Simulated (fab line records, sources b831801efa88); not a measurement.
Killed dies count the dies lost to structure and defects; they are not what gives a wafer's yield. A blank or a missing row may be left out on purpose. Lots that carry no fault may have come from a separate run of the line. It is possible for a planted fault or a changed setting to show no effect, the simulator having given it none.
fab line records | flow sfq-line
record: lots: 6 wafers: 17 last-day: 95
route steps=325 shown A5B@209 R5@212
lots that met no fault: taken from a fault-free run of the same line
start-h: hours from the record's first day to the start of the lot's first wafer shown | wait-h: time in hours since the lot's previous step | " repeats the value in the row above | L1.1+2: a row that stands for several wafers | - value missing, or start not given | * or withheld: withheld | < > ~ a bound
route shown NAME@n: NAME is a module with steps in the file, n the number in the route of the first one | usual: mean/standard deviation taken from wafers without a fault | same: alike in all rows | chamber/n: place in a boat | sites: the reading at each site | _std_site: how widely they spread, as a standard deviation | _edge_site: mean of outer sites minus mean of inner sites | radius-mm: for every site, how far away it sits from the centre of the wafer | mask NAME#n: copy n | behind: the tool/chamber that last shaped the wafer | hold: why the lot was held/for how many hours/how that ended | device: whichever transistor did not switch (one of n, p or np) | end of line: tests run on the same wafers once the route is complete | a step with no rows: only its recipe | killed: at the first sort, the dies lost to defects and structure; wafer yield is something else | map: a wafer's dies, marking killed ones x, the rest . and places with no die _
set.NAME: the run value of the setting; set.NAME@STEP: its run value at that earlier step | model.NAME: the simulator's own value behind a step, which no gauge read
lots at selected steps of the route; one table per step, one row per wafer
services: from which hour (start-h, from the record's first day; less than 0 if before it) a tool's chamber was out of use, for how many hours, and why
== steps ==
step: SFQ_TRILAYER_A5B_DEP_PECVD_129
recipe: material: SiO2 temp-c: 150 time-s: 133.33 pressure-torr: 2.4 rf-w: 183.3 precursor: SiH4/N2O target-thk-nm: 600
usual: heater-power-w: 94/13 throttle-valve-pct: 25.4/1.9
columns lot.wafer tool chamber start-h wait-h heater-power-w throttle-valve-pct
L821.2 pecvd-02 0 1418.26 0.0 77 24.9
L821.3 " 2 " " 121 28.7
L821.6 " 0 " " 79 24.7
L822.2 pecvd-01 1 1428.89 0.0 94 28.6
L822.3 " 0 " " 83 25.2
L822.5 " 1 " " 99 28.5
L832.4 pecvd-01 0 1746.09 0.0 81 23.7
L832.5 " 2 " " 99 22.8
L832.6 " 1 " " 95 23.6
L835.1 pecvd-01 0 1766.44 0.0 79 24.1
L835.2 " 2 " " 100 23.1
L842.1 pecvd-04 1 1801.72 0.0 75 25.9
L842.5 " 0 " " 93 25.2
L842.6 " 2 " " 86 23.7
L844.1 pecvd-01 1 1809.09 0.0 104 23.7
L844.3 " 2 " " 105 23.2
L844.6 " 2 " " 87 23.0
step: SFQ_TRILAYER_A5B_CMP_CMP_130
recipe: stop-on: Nb down-force-psi: 3 platen-rpm: 60 target-thk-nm: 340.7
usual: motor-current-A: 10.2/0.84
columns lot.wafer tool chamber start-h wait-h motor-current-A
L821.2 cmp-02 2 1428.44 10.1 12.0
L821.3 " 1 1429.94 11.6 10.3
L821.6 " 2 " " 11.6
L822.3 cmp-01 1 1435.37 6.4 9.9
L822.2 " 2 " " 9.7
L822.5 " 2 1437.87 8.9 9.4
L832.4 cmp-02 1 1746.13 0.0 11.2
L832.5 " 1 1748.13 2.0 10.9
L832.6 " 2 " " 11.2
L835.2 cmp-02 3 1767.53 1.0 10.5
L835.1 " 0 " " 8.2
L842.1 cmp-02 0 1801.81 0.0 7.9
L842.5 " 0 1803.81 2.0 8.1
L842.6 " 1 " " 10.4
L844.1 cmp-01 3 1809.62 0.5 9.7
L844.3 " 0 " " 10.6
L844.6 " 3 1811.62 2.4 10.1
step: SFQ_TRILAYER_A5B_METRO_MEASURE_131
step: SFQ_TRILAYER_R5_DEP_SPUTTER_132
recipe: material: Ti base-pressure-pa: 1.33e-06 target-thk-nm: 5 power-w: 2000 time-s: 5 chamber-pressure-pa: 0.4
usual: base-pressure-pa: 1.33e-06/9.3e-08 cathode-dc-power-W: 2000.0/0.37 throttle-valve-pct: 30.5/1.2
columns lot.wafer tool chamber start-h wait-h base-pressure-pa cathode-dc-power-W throttle-valve-pct
L821.2 pvd-sputter-05 - 1432.64 0.8 1.38e-06 2000.4 31.3
L821.3 " - " " 1.38e-06 2000.1 28.1
L821.6 " - " " 1.32e-06 2000.1 28.0
L822.2 pvd-sputter-04 - 1439.57 0.8 1.4e-06 2000.3 29.5
L822.3 " - " " 1.29e-06 1999.7 29.3
L822.5 " - " " 1.36e-06 2000.1 29.3
L832.4 pvd-sputter-04 - 1750.33 0.4 1.44e-06 1999.6 30.5
L832.5 " - " " 1.36e-06 1999.5 30.6
L832.6 " - " " 1.31e-06 1999.6 29.5
L835.1 pvd-sputter-05 - 1770.73 1.0 1.29e-06 2000.3 31.3
L835.2 " - " " 1.33e-06 1999.6 31.0
L842.1 pvd-sputter-06 - 1806.01 1.0 1.35e-06 2000.1 30.2
L842.5 " - " " 1.44e-06 1999.9 30.0
L842.6 " - " " 1.38e-06 1999.7 29.9
L844.1 pvd-sputter-06 - 1813.82 1.0 1.38e-06 2000.2 32.8
L844.3 " - " " 1.27e-06 1999.7 30.8
L844.6 " - " " 1.36e-06 2000.2 30.2
step: SFQ_TRILAYER_R5_DEP_SPUTTER_133
recipe: material: MoNx base-pressure-pa: 1.33e-06 target-thk-nm: 40 power-w: 1000 time-s: 66.7 chamber-pressure-pa: 0.4
step: SFQ_TRILAYER_R5_DEP_SPUTTER_134
recipe: material: Ti base-pressure-pa: 1.33e-06 target-thk-nm: 5 power-w: 2000 time-s: 5 chamber-pressure-pa: 0.4
usual: base-pressure-pa: 1.34e-06/1.1e-07 cathode-dc-power-W: 2000.0/0.36 throttle-valve-pct: 30.5/1.2
columns lot.wafer tool chamber start-h wait-h base-pressure-pa cathode-dc-power-W throttle-valve-pct
L821.2 pvd-sputter-05 - 1432.72 0.0 1.35e-06 1999.8 31.2
L821.3 " - " " 1.27e-06 1999.8 27.8
L821.6 " - " " 1.46e-06 2000.6 27.8
L822.2 pvd-sputter-04 - 1439.64 0.0 1.34e-06 2000.6 29.9
L822.3 " - " " 1.39e-06 2000.0 29.2
L822.5 " - " " 1.35e-06 2000.2 29.2
L832.4 pvd-sputter-04 - 1750.41 0.0 1.39e-06 1999.8 30.6
L832.5 " - " " 1.25e-06 1999.9 30.9
L832.6 " - " " 1.3e-06 1999.6 29.2
L835.1 pvd-sputter-05 - 1770.81 0.0 1.34e-06 2000.3 31.3
L835.2 " - " " 1.43e-06 2000.4 30.7
L842.1 pvd-sputter-06 - 1806.08 0.0 1.24e-06 1999.7 29.8
L842.5 " - " " 1.3e-06 2000.3 30.3
L842.6 " - " " 1.29e-06 2000.3 30.1
L844.1 pvd-sputter-06 - 1813.90 0.0 1.31e-06 2000.0 32.7
L844.3 " - " " 1.4e-06 2000.0 30.6
L844.6 " - " " 1.25e-06 1999.8 30.3
step: SFQ_R5_RS_MEAS_933
recipe: thk-meas-gauge: four-point-probe reads: Ti_of_TRILAYER_R5_DEP_SPUTTER_134+MoNx_of_TRILAYER_R5_DEP_SPUTTER_133+Ti_of_TRILAYER_R5_DEP_SPUTTER_132
usual: R5_MONX_RS: 7.07/0.094
columns lot.wafer tool chamber start-h wait-h R5_MONX_RS[ohm/sq]
L821.2 film-metro-04 - 1432.76 0.0 7.07
L821.3 " - " " 7.10
L821.6 " - " " 7.10
L822.2 film-metro-01 - 1439.68 0.0 6.95
L822.3 " - " " 6.93
L822.5 " - " " 6.95
L832.4 film-metro-04 - 1750.49 0.1 7.03
L832.5 " - " " 7.07
L832.6 " - " " 7.04
L835.1 film-metro-03 - 1770.83 0.0 7.02
L835.2 " - " " 6.87
L842.1 film-metro-03 - 1806.10 0.0 7.29
L842.5 " - " " 7.25
L842.6 " - " " 7.24
L844.1 film-metro-03 - 1813.92 0.0 7.07
L844.3 " - " " 6.99
L844.6 " - " " 7.04
step: SFQ_R5_THK_MEAS_934
recipe: thk-meas-gauge: xrf reads: MoNx_of_TRILAYER_R5_DEP_SPUTTER_133
usual: R5_MONX_THK: 40.0/0.6
columns lot.wafer tool chamber start-h wait-h R5_MONX_THK[nm]
L821.2 film-metro-04 - 1432.87 0.1 40.1
L821.3 " - " " 39.9
L821.6 " - " " 39.7
L822.2 film-metro-01 - 1439.79 0.1 40.7
L822.3 " - " " 41.1
L822.5 " - " " 40.7
L832.4 film-metro-04 - 1750.58 0.1 40.2
L832.5 " - " " 39.9
L832.6 " - " " 40.2
L835.1 film-metro-03 - 1770.95 0.1 40.6
L835.2 " - " " 41.4
L842.1 film-metro-03 - 1806.22 0.1 38.7
L842.5 " - " " 39.2
L842.6 " - " " 39.1
L844.1 film-metro-03 - 1814.04 0.1 39.7
L844.3 " - " " 40.3
L844.6 " - " " 40.0
step: SFQ_TRILAYER_R5_LITHO_COAT_141
recipe: resist: BARC spin-rpm: 3000 resist-thk-nm: 62
step: SFQ_TRILAYER_R5_LITHO_COAT_136
recipe: resist: KrF spin-rpm: 3000 resist-thk-nm: 600
step: SFQ_TRILAYER_R5_LITHO_SOFTBAKE_140
recipe: temp-c: withheld time-s: withheld resist: KrF
step: SFQ_TRILAYER_R5_LITHO_EXPOSE_137
recipe: mask-id: R5 na: 0.6 source-shape: conventional sigma-outer: 0.65 target-cd-nm: 500 dose-mj: 14.4
step: SFQ_TRILAYER_R5_LITHO_PEB_139
recipe: peb-temp-c: 115 peb-time-s: 60 resist: KrF
usual: heater-power-total-W: 79.15/0.066
columns lot.wafer tool chamber start-h wait-h heater-power-total-W
L821.2 litho-track-03 0 1535.79 0.8 79.15
L821.3 " 0 " " 79.05
L821.6 " 0 " " 79.16
L822.2 litho-track-01 0 1537.12 0.8 79.06
L822.3 " 0 " " 79.04
L822.5 " 0 " " 79.09
L832.4 litho-track-01 0 1756.96 0.5 79.21
L832.5 " 0 " " 80.60
L832.6 " 0 " " 79.14
L835.1 litho-track-01 0 1784.75 1.0 80.55
L835.2 " 0 " " 79.16
L842.1 litho-track-02 0 1808.23 1.0 79.01
L842.5 " 0 " " 79.10
L842.6 " 0 " " 79.15
L844.1 litho-track-03 0 1816.65 1.0 79.19
L844.3 " 0 " " 79.19
L844.6 " 0 " " 79.15
step: SFQ_TRILAYER_R5_LITHO_DEVELOP_138
recipe: time-s: 60 resist: KrF
step: SFQ_R5_OVL_MEAS_935
usual: R5_OVL: 0/5.5
columns lot.wafer tool chamber start-h wait-h R5_OVL[nm]
L821.2 overlay-01 - 1536.07 0.1 5
L821.3 " - " " 3
L821.6 " - " " 3
L822.2 overlay-01 - 1537.40 0.1 1
L822.3 " - " " -9
L822.5 " - " " 1
L832.4 overlay-02 - 1757.20 0.1 -2
L832.5 " - " " -2
L832.6 " - " " -2
L835.1 overlay-02 - 1785.05 0.1 11
L835.2 " - " " 11
L842.1 overlay-01 - 1808.53 0.1 5
L842.5 " - " " 8
L842.6 " - " " 2
L844.1 overlay-02 - 1816.95 0.1 -6
L844.3 " - " " -3
L844.6 " - " " -7
step: SFQ_TRILAYER_R5_BARC_OPEN_METAL_ETCH_177
recipe: mask-material: PR chemistry: O2 target-depth-nm: 125 target: BARC icp-w: 600 bias-w: 80 pressure-mtorr: 10 time-s: 41.7
usual: drypump-motor-current-A: 5.6/0.47 oes-product-au: 0.686/0.0049
columns lot.wafer tool chamber start-h wait-h drypump-motor-current-A oes-product-au rf-hours-counter-h model.R5.cd-nm
L821.2 rie-metal-02 1 1536.10 0.0 6.4 0.685 23 500
L821.3 " 0 " " 5.3 0.684 - 498.2
L821.6 " 1 " " 6.4 0.683 - 499.3
L822.2 rie-metal-03 1 1537.43 0.0 5.8 0.688 28 499.7
L822.3 " 1 " " 5.8 0.692 - 498.8
L822.5 " 0 " " 5.5 0.678 - 498.7
L832.4 rie-metal-02 0 1757.24 0.0 5.3 0.686 - 495.7
L832.5 " 1 " " 6.4 0.692 - 505.1
L832.6 " 0 " " 5.3 0.692 - 497.4
L835.1 rie-metal-02 0 1785.09 0.0 5.3 0.684 99 507.3
L835.2 " 1 " " 6.4 0.683 55 500.4
L842.1 rie-metal-02 0 1808.57 0.0 5.3 0.684 102 499.8
L842.5 " 0 " " 5.3 0.682 - 499.5
L842.6 " 1 " " 6.4 0.687 - 501.7
L844.1 rie-metal-04 1 1816.98 0.0 5.2 0.679 67 499.7
L844.3 " 0 " " 5.3 0.689 - 500
L844.6 " 0 " " 5.3 0.692 - 499.8
step: SFQ_TRILAYER_R5_ETCH_METAL_ETCH_139
recipe: stop-on: SiO2 mask-material: PR chemistry: Cl2 target-depth-nm: 60 icp-w: 600 bias-w: 80 pressure-mtorr: 10 time-s: 40
usual: drypump-motor-current-A: 5.6/0.47 oes-product-au: 0.992/0.0048
columns lot.wafer tool chamber start-h wait-h drypump-motor-current-A oes-product-au rf-hours-counter-h model.R5.cd-nm
L821.2 rie-metal-02 1 1536.16 0.0 6.4 0.991 23 499.4
L821.3 " 0 " " 5.3 0.988 - 497.7
L821.6 " 1 " " 6.4 0.993 - 499.1
L822.2 rie-metal-03 1 1537.49 0.0 5.8 0.992 28 500
L822.3 " 1 " " 5.8 0.989 - 499
L822.5 " 0 " " 5.5 0.999 - 498.1
L832.4 rie-metal-02 0 1757.30 0.0 5.3 0.995 - 495.5
L832.5 " 1 " " 6.4 0.985 - 504.9
L832.6 " 0 " " 5.3 0.992 - 497
L835.1 rie-metal-02 0 1785.15 0.0 5.3 1.001 99 507.5
L835.2 " 1 " " 6.4 0.989 55 500.5
L842.1 rie-metal-02 0 1808.63 0.0 5.3 0.993 103 499.6
L842.5 " 0 " " 5.3 0.987 - 499.4
L842.6 " 1 " " 6.4 0.988 - 501.8
L844.1 rie-metal-04 1 1817.04 0.0 5.2 0.984 67 500.3
L844.3 " 0 " " 5.3 0.993 - 499.8
L844.6 " 0 " " 5.3 0.988 - 499.4
step: SFQ_TRILAYER_R5_STRIP_STRIP_140
recipe: gas: O2 power-w: 200 platen-temp-c: 40 overash-fraction: 0.65 chemistry: O2 pressure-mtorr: 50
usual: drypump-motor-current-A: 5.6/0.47 oes-product-au: 1.003/0.0067
columns lot.wafer tool chamber start-h wait-h drypump-motor-current-A oes-product-au rf-hours-counter-h
L821.2 rie-metal-02 1 1536.22 0.0 6.4 0.994 23
L821.3 " 0 " " 5.3 1.013 -
L821.6 " 1 " " 6.5 0.997 -
L822.2 rie-metal-03 1 1537.55 0.0 5.8 0.995 28
L822.3 " 1 " " 5.7 0.988 -
L822.5 " 0 " " 5.5 1.008 -
L832.4 rie-metal-02 0 1757.54 0.2 5.3 1.005 -
L832.5 " 1 " " 6.4 1.002 -
L832.6 " 0 " " 5.3 1.002 -
L835.1 rie-metal-02 0 1785.21 0.0 5.3 1.002 99
L835.2 " 1 " " 6.4 0.995 55
L842.1 rie-metal-02 0 1808.69 0.0 5.3 1.011 103
L842.5 " 0 " " 5.3 1.010 -
L842.6 " 1 " " 6.4 1.011 -
L844.1 rie-metal-04 1 1817.10 0.0 5.1 0.999 67
L844.3 " 0 " " 5.3 0.990 -
L844.6 " 0 " " 5.2 0.997 -
== services ==
columns tool chamber start-h hours kind
pvd-sputter-06 - 1433.33 1.9 repair
cmp-02 - 1434.44 4.0 pm
rie-metal-02 - 1453.42 0.2 repair
pvd-sputter-04 - 1471.40 2.2 repair
pvd-sputter-05 - 1483.52 2.3 repair
pvd-sputter-04 - 1485.68 1.0 repair
rie-metal-02 - 1504.21 0.7 repair
pvd-sputter-04 - 1510.94 8.3 repair
cmp-02 - 1525.92 0.9 repair
pecvd-01 - 1531.19 11.7 repair
pvd-sputter-06 - 1539.41 5.5 repair
cmp-02 - 1543.67 0.8 repair
rie-metal-02 1 1546.70 27.2 repair
cmp-02 - 1610.01 1.9 repair
pvd-sputter-06 - 1623.30 4.1 repair
cmp-02 - 1644.95 5.1 pm
cmp-02 - 1652.40 1.6 repair
cmp-02 - 1682.77 1.5 repair
pecvd-01 - 1686.25 14.0 pm
pecvd-01 - 1721.64 1.3 repair
cmp-02 - 1735.62 0.3 repair
pvd-sputter-04 - 1736.26 7.4 repair
pvd-sputter-04 - 1754.40 1.9 repair
cmp-02 - 1774.44 4.0 pm
== key ==
first-sign: step: SFQ_TRILAYER_R5_LITHO_PEB_139 reading: heater-power-total-W direction: up sigmas: 21 usual: 79.15 struck: 80.57
effect none on later readings
model-effect: step: SFQ_TRILAYER_R5_BARC_OPEN_METAL_ETCH_177 value: R5.cd-nm without: 498.5 struck: 506.2
model-effect: step: SFQ_TRILAYER_R5_ETCH_METAL_ETCH_139 value: R5.cd-nm without: 498.4 struck: 506.2
met-at SFQ_TRILAYER_R5_LITHO_PEB_139
struck-wafers L832.5,L835.1
onset-between 1537.12 1756.96
fault: kind: process-parameter-drift tool: litho-track-01 chamber: - onset-h: 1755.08 steps: SFQ_TRILAYER_R5_LITHO_PEB_139 channel: peb-time-s offset: * shape: step end-h: 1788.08 scope: struck-wafers-only acts-in: * stated: *
